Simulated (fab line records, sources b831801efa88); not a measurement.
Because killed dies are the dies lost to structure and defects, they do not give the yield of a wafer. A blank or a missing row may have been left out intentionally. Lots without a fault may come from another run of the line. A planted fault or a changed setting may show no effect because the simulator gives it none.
Which tool was responsible? -- flow sky130 -- 36 wafers from 12 lots sampled at 3 of the route's 708 steps

## WHAT EACH GAUGE READ, for each wafer
SKY_VT_ADJUST_HVTP_CD_MEAS_07 targets a cd of 380 nm.
lot,measured,on,cd-nm (nm)
L675,day 6 10:48,cd-sem-01,380.1 378.5 380.5
L676,day 6 14:28,cd-sem-02,385.2 379.9 380.0
L678,day 7 03:26,cd-sem-01,380.2 378.7 378.2
L679,day 7 12:04,cd-sem-01,378.8 378.3 378.7
L680,day 7 19:31,cd-sem-02,379.5 382.0 380.7
L681,day 8 04:10,cd-sem-02,384.6 385.5 385.3
L682,day 8 04:25,cd-sem-01,384.3 382.2 382.7
L684,day 8 19:29,cd-sem-01,379.5 376.9 380.5
L685,day 8 23:10,cd-sem-02,379.6 379.5 378.9
L694,day 11 07:56,cd-sem-02,382.6 380.8 380.2
L695,day 11 14:17,cd-sem-01,380.8 381.1 379.5
L697,day 12 04:05,cd-sem-02,377.5 379.4 376.8

SKY_GATE_OXIDE_THK_MEAS_02.
lot,measured,on,GATE_OXIDE_OXIDATION_00_THK (nm)
L675,day 13 06:18,film-metro-03,10.09 9.88 9.94
L676,day 13 11:55,film-metro-02,9.95 10.08 9.99
L678,day 14 04:53,film-metro-02,9.93 10.05 10.17
L679,day 14 14:10,film-metro-02,10.21 10.21 10.34
L680,day 15 02:28,film-metro-02,10.27 10.38 10.24
L681,day 15 11:47,film-metro-04,10.38 10.25 10.34
L682,day 15 14:41,film-metro-02,10.36 10.17 10.35
L684,day 16 10:41,film-metro-02,10.61 10.39 10.56
L685,day 16 13:39,film-metro-03,10.14 10.04 10.19
L694,day 19 18:50,film-metro-02,8.97 8.96 9.08
L695,day 20 00:38,film-metro-03,9.33 9.20 9.09
L697,day 20 18:06,film-metro-03,10.57 10.38 10.28

## WHAT TOOL EACH LOT RAN ON (gives the tool, then ch and the chambers of the sampled wafers, and finally the start)
lot,SKY_GATE_OXIDE_OXIDATION_01
L675,"furnace-02 ch 0, day 13 04:53"
L676,"furnace-02 ch 0, day 13 10:28"
L678,"furnace-02 ch 0, day 14 03:27"
L679,"furnace-01 ch 0, day 14 12:45"
L680,"furnace-02 ch 0, day 15 01:03"
L681,"furnace-01 ch 0, day 15 10:22"
L682,"furnace-01 ch 0, day 15 13:16"
L684,"furnace-01 ch 0, day 16 09:17"
L685,"furnace-01 ch 0, day 16 12:14"
L694,"furnace-01 ch 0, day 19 17:25"
L695,"furnace-01 ch 0, day 19 23:13"
L697,"furnace-02 ch 0, day 20 16:41"
- SKY_GATE_OXIDE_OXIDATION_01: stabilise 600 s, purge 300 s, target thk 10.268 nm.

## AS READ BY THE TOOLS THEMSELVES (means over the sampled wafers that have a number; for cases with no such wafer, the mark the record gives instead)
SKY_GATE_OXIDE_OXIDATION_01.
lot,tool,spike-tc-bottom-C (C),spike-tc-centre-C (C),spike-tc-lower-C (C),spike-tc-top-C (C),spike-tc-upper-C (C),zone-power-bottom-pct (%)
L675,furnace-02,913.3,900.0,900.6,912.9,898.5,29.8
L676,furnace-02,914.7,898.4,898.9,912.0,897.9,30.1
L678,furnace-02,913.9,898.8,901.0,912.2,898.8,29.7
L679,furnace-01,916.2,900.4,900.3,909.7,898.4,29.4
L680,furnace-02,914.6,899.3,899.6,912.7,897.8,30.0
L681,furnace-01,917.5,899.9,901.7,908.5,899.9,29.5
L682,furnace-01,917.6,899.6,900.3,909.9,900.0,29.4
L684,furnace-01,917.2,901.1,901.6,910.1,898.4,29.7
L685,furnace-01,917.2,900.4,900.5,909.6,898.7,29.6
L694,furnace-01,905.2,889.0,888.7,897.4,887.7,28.7
L695,furnace-01,904.4,887.8,889.4,897.8,886.0,28.7
L697,furnace-02,913.9,898.6,901.1,910.5,898.2,29.4

## THE ANSWER, worked out from the rows above alone
Rule: the lots themselves supply what counts as usual. Put in order of their means at a reading, lots are off if they are a third of the lots or fewer, leave a main group of 4 or more, and stand apart from it by a gap of 3 or more times the standard deviation of the main group's means; of several such gaps the widest counts. A main group is skipped when, at the precision printed for the reading in the tables above, its means are all equal. A lot without any number at a reading at which 4 lots or more have one is off too. Any other lot the step has rows for is counted as sound. Order of review: gauges by route order, followed by the tools' own readings, for which a lot's mean as printed above is used. At the first step where some lot is off, the reading lying furthest off is the one used; lots without a number count as furthest.
Off: at SKY_GATE_OXIDE_THK_MEAS_02 (GATE_OXIDE_OXIDATION_00_THK), L694, L695. Main group: mean 10.22 nm, sd 0.17.
A tool fits if, at a process step before that reading, it ran every lot that is off, and no sound lot after the first of them. Not tried: the gauges at SKY_GATE_OXIDE_THK_MEAS_02; whatever is off there is also off at SKY_GATE_OXIDE_OXIDATION_01, on other tools, and gauge error can't account for it. One fits: furnace-01 at SKY_GATE_OXIDE_OXIDATION_01. Its last sound lot is L685 (day 16 12:14), its first lot that is off L694 (day 19 17:25): a fault that began between those two fits.
The tool's own readings at SKY_GATE_OXIDE_OXIDATION_01 bear it out: on the lots that are off they differ by more than 5 times the standard deviation of the sound lots' means. spike-tc-bottom-C reads 904.8 C there against 915.6 C on the sound lots; spike-tc-centre-C reads 888.4 C there against 899.6 C on the sound lots; spike-tc-lower-C reads 889.0 C there against 900.6 C on the sound lots; spike-tc-top-C reads 897.6 C there against 910.8 C on the sound lots; spike-tc-upper-C reads 886.9 C there against 898.7 C on the sound lots.

## WHAT THE SIMULATOR HAD PUT IN
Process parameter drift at SKY_GATE_OXIDE_OXIDATION_01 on furnace-01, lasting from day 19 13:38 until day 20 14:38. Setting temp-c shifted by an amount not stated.
Struck lots among those shown: L694, L695. This agrees with what the rule above found.
